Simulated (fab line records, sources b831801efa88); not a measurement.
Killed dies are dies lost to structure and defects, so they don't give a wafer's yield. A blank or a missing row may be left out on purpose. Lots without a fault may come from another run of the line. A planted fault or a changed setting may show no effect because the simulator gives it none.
A struck lot beside a sound one | flow sky130 | 44 steps out of a route of 708
Sound: wafers L568.1, L568.3, L568.5. Struck: wafer L573.3. (L573.5, L573.6 of the same lot were not struck and are left out.) The cause comes at the end.
At each step with rows: each side's tool, then ch and its chambers, then its first start. Under that, the readings that differ: sound wafers | struck wafers | difference of the means | sigmas: that difference in standard deviations of wafers without a fault.
alike: readings whose means differ by less than 2 such deviations, and words and numbers that are the same on both sides. not compared: withheld readings, readings that some wafer has no value for, bounds like >300 that may hide the same value, and numbers for which the record gives no deviation and whose values overlap.
The two part at a step that has a row with sigmas, a row that says differs or no value, or rows on one side only. Numbers that don't overlap but have no deviation are shown without sigmas and don't part them. A reading that every wafer of one side lacks parts them only if that side has two wafers or more.

first, 1 step without rows for these wafers: SKY_VIA3_ETCH_15 (etches SiO2 in C4F8/O2/Ar, stops on TiN, target depth 507 nm, time 78 s).
SKY_VIA3_STRIP_16: strips in O2/N2.
  sound on plasma_asher-03 ch 0, day 40 15:57; struck on plasma_asher-03 ch 0, day 42 01:47
  alike: drypump_motor_current_A, oes_product_au, strip_time_to_endpoint_s
  not compared: rf_hours_counter_h
then, 3 steps without rows for these wafers: SKY_VIA3_STRIP_17 (strips in post etch residue remover, time 1200 s); SKY_VIA3_CLEAN_18 (cleans in IPA, time 180 s); SKY_VIA3_CLEAN_19 (cleans in O3/DIW).
SKY_VIA3_SPUTTER_20: material TiN, target thk 20 nm, time 80 s.
  sound on pvd_sputter-02, day 40 16:33; struck on pvd_sputter-01, day 42 02:23
  reading                | sound          | struck | difference | sigmas
  throttle_valve_pct (%) | 28.8 29.7 28.5 | 31.1   | +2.1       | +3
then, 1 step without rows for these wafers: SKY_VIA3_CVD_21 (deposits W, target thk 390 nm, time 117.31 s).
SKY_VIA3_RS_MEAS_22: measures by four-point-probe.
  sound on film_metro-04, day 40 16:44; struck on film_metro-01, day 42 02:37
  alike: VIA3_W_RS
SKY_VIA3_THK_MEAS_23: measures by xrf.
  sound on film_metro-04, day 40 16:51; struck on film_metro-01, day 42 02:43
  alike: VIA3_W_THK
then, 3 steps without rows for these wafers: SKY_VIA3_CMP_24 (polishes, stops on SiO2, t overpolish 20 s, target thk 0 nm); SKY_METAL4_SPUTTER_00 (material Ti, target thk 15 nm, time 10 s); SKY_METAL4_SPUTTER_01 (material TiN, target thk 20 nm, time 16.7 s).
SKY_METAL4_SPUTTER_02: material AlCu, target thk 735 nm, time 39.1 s.
  sound on pvd_sputter-03, day 40 17:16; struck on pvd_sputter-01, day 42 03:07
  reading                                     | sound             | struck | difference | sigmas
  throttle_valve_pct (%)                      | 30.4 30.8 30.5    | 28.8   | -1.8       | -2
  model.AlCu_of_METAL4_SPUTTER_02.thk_nm (nm) | 741.1 739.3 745.2 | 314.6  | -427.3     |
then, 2 steps without rows for these wafers: SKY_METAL4_SPUTTER_03 (material Ti, target thk 5 nm, time 3.3 s); SKY_METAL4_SPUTTER_04 (material TiN, target thk 70 nm, time 58.3 s).
SKY_CAP2M_CVD_00: deposits SiO2, target thk 15.5 nm.
  sound on pecvd-01 ch 1,2, day 40 17:22; struck on pecvd-03 ch 2, day 42 03:13
  alike: heater_power_w
SKY_CAP2M_THK_MEAS_01:
  sound on film_metro-02, day 40 17:23; struck on film_metro-02, day 42 03:15
  alike: CAP2M_CVD_00_THK
SKY_CAP2M_SPUTTER_02: material TiN, target thk 200 nm, time 166.7 s.
  sound on pvd_sputter-04, day 40 17:26; struck on pvd_sputter-03, day 42 03:17
  alike: throttle_valve_pct
SKY_CAP2M_RS_MEAS_03: measures by four-point-probe.
  sound on film_metro-01, day 40 17:33; struck on film_metro-03, day 42 03:26
  reading               | sound          | struck | difference | sigmas
  CAP2M_TIN_RS (ohm/sq) | 6.79 6.78 6.81 | 6.96   | +0.17      | +2
SKY_CAP2M_THK_MEAS_04: measures by xrf.
  sound on film_metro-01, day 40 17:40; struck on film_metro-03, day 42 03:32
  reading            | sound             | struck | difference | sigmas
  CAP2M_TIN_THK (nm) | 207.3 209.5 207.8 | 201.7  | -6.5       | -3
then, 7 steps without rows for these wafers: SKY_CAP2M_DEHYDRATE_05 (time 60 s); SKY_CAP2M_HMDS_06 (prime time 60 s); SKY_CAP2M_COAT_07 (resist thk 1140 nm); SKY_CAP2M_SOFTBAKE_08 (time 60 s); SKY_CAP2M_EXPOSE_09 (exposes mask CAP2M, target cd 1000 nm); SKY_CAP2M_PEB_10; SKY_CAP2M_DEVELOP_11 (develop time 60 s).
SKY_CAP2M_OVL_MEAS_12:
  sound on overlay-01, day 41 17:30; struck on overlay-02, day 43 02:42
  alike: CAP2M_OVL
SKY_CAP2M_METAL_ETCH_13: etches TiN in Cl2/BCl3, stops on SiO2, target depth 220 nm, time 62.9 s.
  sound on rie_metal-02 ch 0,1, day 41 17:32; struck on rie_metal-02 ch 1, day 43 02:45
  reading             | sound             | struck | difference | sigmas
  mfc_cl2_sccm (sccm) | 59.63 59.77 60.09 | 59.39  | -0.44      | -2
  alike: drypump_motor_current_A, oes_product_au, throttle_valve_pct
  not compared: rf_hours_counter_h
then, 12 steps without rows for these wafers: SKY_CAP2M_STRIP_14 (strips in O2/N2); SKY_CAP2M_STRIP_15 (strips in post etch residue remover, time 1200 s); SKY_CAP2M_CLEAN_16 (cleans in IPA, time 180 s); SKY_CAP2M_CLEAN_17 (cleans in O3/DIW); SKY_METAL4_DEHYDRATE_05 (time 60 s); SKY_METAL4_HMDS_06 (prime time 60 s); SKY_METAL4_COAT_07 (resist thk 60 nm); SKY_METAL4_COAT_08 (resist thk 1140 nm); SKY_METAL4_SOFTBAKE_09 (time 90 s); SKY_METAL4_EXPOSE_10 (exposes mask MM4, target cd 300 nm); SKY_METAL4_PEB_11; SKY_METAL4_DEVELOP_12 (develop time 60 s).
SKY_METAL4_CD_MEAS_13: target cd 300 nm.
  sound on cd_sem-01, day 42 17:32; struck on cd_sem-01, day 44 02:25
  alike: cd_nm
SKY_METAL4_METAL_ETCH_18: etches the open film in Cl2/BCl3, stops on SiO2, target depth 845 nm, time 183.1 s.
  sound on rie_metal-01 ch 0,1, day 42 17:50; struck on rie_metal-04 ch 0, day 44 02:44
  reading                     | sound             | struck | difference | sigmas
  drypump_motor_current_A (A) | 6.02 6.03 6.20    | 5.39   | -0.69      | -2
  mfc_cl2_sccm (sccm)         | 60.21 60.15 59.93 | 59.62  | -0.48      | -3
  oes_product_au (a.u.)       | 0.862 0.876 0.866 | 0.627  | -0.241     | -38
  alike: throttle_valve_pct
  not compared: rf_hours_counter_h
-- the record jumps here: 4 days lie between the struck wafers' starts before and after (it left off in module METAL4 and takes up again in module PAD_OPEN, whose first step shown is number 708 of the route) --
SKY_PAD_OPEN_PROBE_99:
  sound on prober-02, day 46 14:52; struck on prober-01, day 47 20:37
  reading                       | sound                   | struck | difference | sigmas
  killed_at_other               | 0 0 0                   | 2      | +2         | +3
  model.etest.met4.line_ohm_um  | 0.1415 0.1429 0.1385    | 0.3453 | +0.2043    |
  model.etest.via4_chain.rc_ohm | 0.7989 0.7874 0.8009    | 0.9487 | +0.1530    |
  model.etest.met4.rs_ohm_sq    | 0.04201 0.04235 0.04212 | 0.1025 | +0.0603    |
  alike: defect_limited_yield, killed_at_M0_to_M3, killed_at_M4_up, killed_at_contacts, killed_at_front_end, killed_dies, killed_open, killed_short, sort_bin_3_pad_short, sort_bin_5_function, sort_bin_6_memory, sort_n_pass, sort_yield_pct

WHERE THEY PART
First at SKY_VIA3_SPUTTER_20; last, within this record, at SKY_PAD_OPEN_PROBE_99.

WHY: what the simulator had put in
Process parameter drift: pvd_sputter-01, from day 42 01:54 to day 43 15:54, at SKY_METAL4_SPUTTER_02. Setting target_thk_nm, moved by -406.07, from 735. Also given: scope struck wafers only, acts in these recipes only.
